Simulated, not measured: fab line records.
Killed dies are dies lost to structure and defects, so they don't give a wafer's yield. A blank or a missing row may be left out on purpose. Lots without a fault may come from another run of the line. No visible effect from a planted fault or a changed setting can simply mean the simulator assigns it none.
The tool behind it: which one? || flow sky130 || at 1 step of a route of 708, 6 lots with 18 wafers sampled

## WHAT THE GAUGES SHOWED, per wafer
SKY_METAL3_CD_MEAS_13 targets a cd of 300 nm.
{"lot": "L844", "measured": "day 38 22:22", "on": "cdSem-02", "cdNm (nm)": "299.1 298.4 298.0"}
{"lot": "L845", "measured": "day 39 10:39", "on": "cdSem-01", "cdNm (nm)": "301.0 300.0 299.8"}
{"lot": "L850", "measured": "day 40 19:16", "on": "cdSem-02", "cdNm (nm)": "297.9 298.4 299.3"}
{"lot": "L853", "measured": "day 41 10:49", "on": "cdSem-01", "cdNm (nm)": "299.1 300.7 301.1"}
{"lot": "L861", "measured": "day 43 20:20", "on": "cdSem-01", "cdNm (nm)": "299.5 298.2 300.0"}
{"lot": "L863", "measured": "day 44 10:25", "on": "cdSem-02", "cdNm (nm)": "299.6 299.8 299.5"}

## EACH LOT AND THE TOOL THAT RAN IT (in order: tool; ch and the chambers of the sampled wafers; start)
No process step before these readings appears in the record.

## THE ANSWER, worked out from the rows above alone
Rule: what is usual is taken from the lots themselves. The widest of any qualifying gaps counts: lots, ordered by their means at a reading, are off when they make up no more than a third of the lots, leave a main group of 4 or more, and stand apart from it by 3 or more times the standard deviation of that group's means. If all means in a main group match to the digits the tables above print for the reading, that group is not used. A lot without any number at a reading at which 4 lots or more have one is off too. All remaining lots with rows at the step are treated as sound.
No lot is off at any reading shown: from this, nothing can be told.

## WHAT THE SIMULATOR HAD PUT IN
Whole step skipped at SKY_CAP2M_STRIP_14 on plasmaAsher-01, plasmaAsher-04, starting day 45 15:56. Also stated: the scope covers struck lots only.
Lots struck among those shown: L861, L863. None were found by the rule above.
